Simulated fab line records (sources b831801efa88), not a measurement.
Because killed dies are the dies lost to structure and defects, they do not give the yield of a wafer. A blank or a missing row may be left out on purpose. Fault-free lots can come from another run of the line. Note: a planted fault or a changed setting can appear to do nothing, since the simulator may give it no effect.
A single fault, viewed from 2 desks    flow sky130    each desk holds nothing but its own numbers, with what lay behind them at the end

METROLOGY DESK
Lot by lot, what the gauges showed, no matter which tool ran the lot: averages of those sampled wafers that carry a number. Any lot whose mean is over 4 standard deviations away from the usual mean is out of limits and marked OUT; that distance is given in the brackets.
Columns: A = VT_ADJUST_PCH_OVL at SKY_VT_ADJUST_PCH_OVL_MEAS_07, usual -0.6 nm; B = VT_ADJUST_PCH_TW at SKY_VT_ADJUST_PCH_TW_MEAS_10, usual 143.3; C = cd-nm at SKY_SONOS_TUNNEL_CD_MEAS_07, usual 410.6 nm
lot   first seen here  A     B      C
L259  day 10 14:52     -2.1  143.0  413.2
L264  day 12 04:11     -1.5  141.6  409.5
L269  day 13 21:26     -2.0  141.9  406.0
L271  day 14 10:05     -0.6  142.2  410.5
L273  day 15 01:22     -2.0  142.2  406.6
L280  day 17 05:20     1.6   145.0  412.0
This desk's finding: nothing out of limits on any of the 6 lots.

THE TOOL OWNER'S DESK: litho-track-02
The tool's own readings at SKY_SONOS_TUNNEL_DEVELOP_06 (develop time 60 s): means of the sampled wafers that have a number, for each lot that ran on this tool. Any lot whose mean is over 4 standard deviations away from the usual mean is out of limits and marked OUT; that distance is given in the brackets.
Columns: A = developer-temp-C at SKY_SONOS_TUNNEL_DEVELOP_06, usual 23.00 C
lot   first seen here  A
L259  day 11 14:11     22.98
L269  day 14 23:43     23.93 (+8.4) OUT
L273  day 16 03:49     23.85 (+7.7) OUT
This desk finds L269, L273 out of limits, L269 being first, at day 14 23:43 (developer-temp-C at SKY_SONOS_TUNNEL_DEVELOP_06). In limits: L259.

TAKEN TOGETHER
At day 14 23:43, on L269, L273, the tool owner's desk was in a position to raise an alarm.
Nothing out of limits was seen by the metrology desk.
The metrology desk has L269, L273 on record, within its limits.
Every lot named ran SKY_SONOS_TUNNEL_DEVELOP_06 on litho-track-02.

WHAT HAD BEEN PUT IN BY THE SIMULATOR
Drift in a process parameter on litho-track-02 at SKY_SONOS_TUNNEL_DEVELOP_06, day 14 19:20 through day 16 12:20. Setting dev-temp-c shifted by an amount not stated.
Shown lots that were struck: L269, L273.
Delay in hours, fault start to first out-of-limits reading, by desk: the tool owner's desk at 4.
